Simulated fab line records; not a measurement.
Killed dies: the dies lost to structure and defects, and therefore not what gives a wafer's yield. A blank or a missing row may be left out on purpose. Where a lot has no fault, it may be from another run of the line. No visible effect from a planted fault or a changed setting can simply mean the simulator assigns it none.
2 desks, one fault :: flow gf180mcu :: only its own numbers are on each desk; what lay behind them is given at the end

## FROM THE METROLOGY DESK
What the gauges read for every lot (on any tool): the sampled wafers with a number, averaged. A lot is out of limits, marked OUT, if its mean lies more than 4 standard deviations from the usual mean; the brackets give that distance.
Columns: A = VT_IMPLANT_TW at GF_VT_IMPLANT_TW_MEAS_10, usual 562.1; B = NWELL_RS at GF_VT_IMPLANT_RS_MEAS_47, usual 487.8 ohm/sq; C = POLY_GATE_OVL at GF_POLY_GATE_OVL_MEAS_11, usual 1 nm
lot: L470
first seen here: day 5 12:23
A: 555.1
B: 488.7
C: -4

lot: L471
first seen here: day 5 22:16
A: 561.1
B: 487.0
C: 1

lot: L472
first seen here: day 6 01:33
A: 561.4
B: 486.9
C: -2

lot: L475
first seen here: day 7 00:56
A: 562.9
B: 488.5
C: 1

lot: L476
first seen here: day 7 09:24
A: 564.3
B: 487.1
C: 2

lot: L477
first seen here: day 7 16:28
A: 566.3
B: 486.8
C: -6

lot: L478
first seen here: day 7 19:25
A: 560.9
B: 486.6
C: 0

lot: L480
first seen here: day 8 03:17
A: 567.6
B: 487.1
C: 4

lot: L482
first seen here: day 8 18:24
A: 559.5
B: 488.7
C: -2

lot: L483
first seen here: day 8 23:21
A: 565.6
B: 489.5
C: -1

lot: L484
first seen here: day 9 10:31
A: 562.0
B: 488.1
C: 11

lot: L487
first seen here: day 9 23:12
A: 560.2
B: 486.5
C: 6

lot: L492
first seen here: day 11 07:22
A: 561.7
B: 487.7
C: 5
This desk's finding: nothing out of limits on any of the 13 lots.

## THE TOOL OWNER'S DESK: litho-track-04
At GF_DUAL_GATE_SOFTBAKE_07 (time 60 s), the tool's own readings, given per lot that ran on this tool as the mean of the sampled wafers with a number. A lot is out of limits, marked OUT, if its mean lies more than 4 standard deviations from the usual mean; the brackets give that distance.
Columns: A = run-length-s at GF_DUAL_GATE_SOFTBAKE_07, usual 89.13 s
lot: L471
first seen here: day 8 08:04
A: 88.83

lot: L475
first seen here: day 9 14:22
A: 88.96

lot: L476
first seen here: day 10 00:34
A: 88.85

lot: L478
first seen here: day 10 09:43
A: 88.90

lot: L483
first seen here: day 11 16:11
A: 89.00

lot: L484
first seen here: day 12 06:22
A: 89.01

lot: L487
first seen here: day 12 21:29
A: 100.71 (+48) OUT
This desk finds L487 out of limits, L487 being first, at day 12 21:29 (run-length-s at GF_DUAL_GATE_SOFTBAKE_07). Within limits: L471, L475, L476, L478, L483, L484.

## PUT TOGETHER
The tool owner's desk had the chance to raise an alarm at day 12 21:29 on L487.
Nothing out of limits was seen by the metrology desk.
The metrology desk has L487 on record, within its limits.
Every lot named ran GF_DUAL_GATE_SOFTBAKE_07 on litho-track-04.

## WHAT THE SIMULATOR HAD INSERTED
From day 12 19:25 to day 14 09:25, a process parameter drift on litho-track-04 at GF_DUAL_GATE_SOFTBAKE_07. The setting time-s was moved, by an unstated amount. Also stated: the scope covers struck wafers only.
Struck lots among those shown: L487.
Time in hours from fault onset to the first out-of-limits reading at each desk: the tool owner's desk, 2.
